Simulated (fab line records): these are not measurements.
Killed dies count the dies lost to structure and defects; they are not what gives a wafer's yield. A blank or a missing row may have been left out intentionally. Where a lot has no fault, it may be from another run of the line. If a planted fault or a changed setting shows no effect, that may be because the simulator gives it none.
Code-filled problem report in 8D (eight disciplines) form | flow gf180mcu | the parts of the form that need people (team, actions taken, sign-off) are left out

## 1. WHAT WENT WRONG
At GF_V5_CD_MEAS_14, cdNm averages 273.6 nm over 6 wafers from 2 lots, while fault-free wafers read 260.1 nm, standard deviation 1.2. That is +11 standard deviations from the usual mean.
The step: target cd 260 nm.
Seen first at day 33 06:26 on cdSem-01, wafer L367.1. At this step, 33 wafers from 11 lots have a number in the record. The rule behind "out" and "out of limits": a value lying over 4 standard deviations away from the usual mean. Any other wafer with a number is counted as sound.

## 2. WHAT IT IS; WHAT IT IS NOT
question                    | is                     | is not
which readings at this step | cdNm                   | -
which lots                  | L367, L368             | L345, L349, L351, L353, L355, L356, L357, L360, L361
which wafers of those lots  | all that have a number | -
read on which gauges        | cdSem-01               | cdSem-02
when                        | from day 33 06:26      | up to then (27 sound wafers)

## 3. WHAT RULES OUT EACH SUSPECT
Counting: a tool at any process step up to the reading remains a suspect when it ran all the lots that are out and ran no sound lot after the first of those.
- ruled out: the gauge at GF_V5_CD_MEAS_14. All the wafers that are out were read on cdSem-01, but those of them that GF_V5_EXPOSE_11 has rows for are out there too, on other tools.
- plasmaAsher-02 at GF_MIM_STRIP_20 (strips in O2/N2): kept. It ran every lot that is out, first L367 (day 31 19:34), and no sound lot after that; its last sound lot up to then is L356 (day 29 06:32).
- krfScanner-02 at GF_V5_EXPOSE_11 (exposes mask Via5, target cd 260 nm): kept. It ran every lot that is out, first L367 (day 32 22:36), and no sound lot after that; its last sound lot up to then is L355 (day 30 02:46). Out on those wafers are its own readings of exposureDoseMJCm2.
The count leaves krfScanner-02 at GF_V5_EXPOSE_11 and plasmaAsher-02 at GF_MIM_STRIP_20.

## 4. THE CAUSE (what the simulator had put in)
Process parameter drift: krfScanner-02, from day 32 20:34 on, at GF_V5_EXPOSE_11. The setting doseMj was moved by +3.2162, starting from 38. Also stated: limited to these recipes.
Counting left 2 suspects, and this tool is among them.

## 5. THE EFFECT CHAIN, in route order
Each row: a reading whose mean over the struck wafers that have a number lies more than 3 standard deviations from the usual. Readings are gone through only where the record gives a usual standard deviation; hours: the median, over the lots, of the time from a lot's start at the first step in this table giving one to that lot's start at this step; sigmas: the change measured in usual standard deviations.
hours | step             | reading           | usual    | on struck wafers | change | sigmas
0     | GF_V5_EXPOSE_11  | exposureDoseMJCm2 | 38.3     | 41.9             | +3.6   | +9.7
8     | GF_V5_CD_MEAS_14 | cdNm              | 260.1 nm | 273.6            | +13.5  | +11
Process steps it contains:
- GF_V5_EXPOSE_11: exposes mask Via5, target cd 260 nm.

## 6. HOW IT WOULD HAVE BEEN CAUGHT EARLIER
In this record the first reading out of limits at a measuring or inspecting step was taken at day 33 06:26, 10 hours after the fault began at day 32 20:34.
Tool's own readings at GF_V5_EXPOSE_11, exposureDoseMJCm2: out on all struck wafers the step has rows for; an alarm limit on them would have tripped on the first.
Each of the lots that are out, 2 in all, had begun GF_V5_EXPOSE_11 on krfScanner-02 no later than day 33 06:26. Had the tool been put on hold then, not one of them would have been saved.
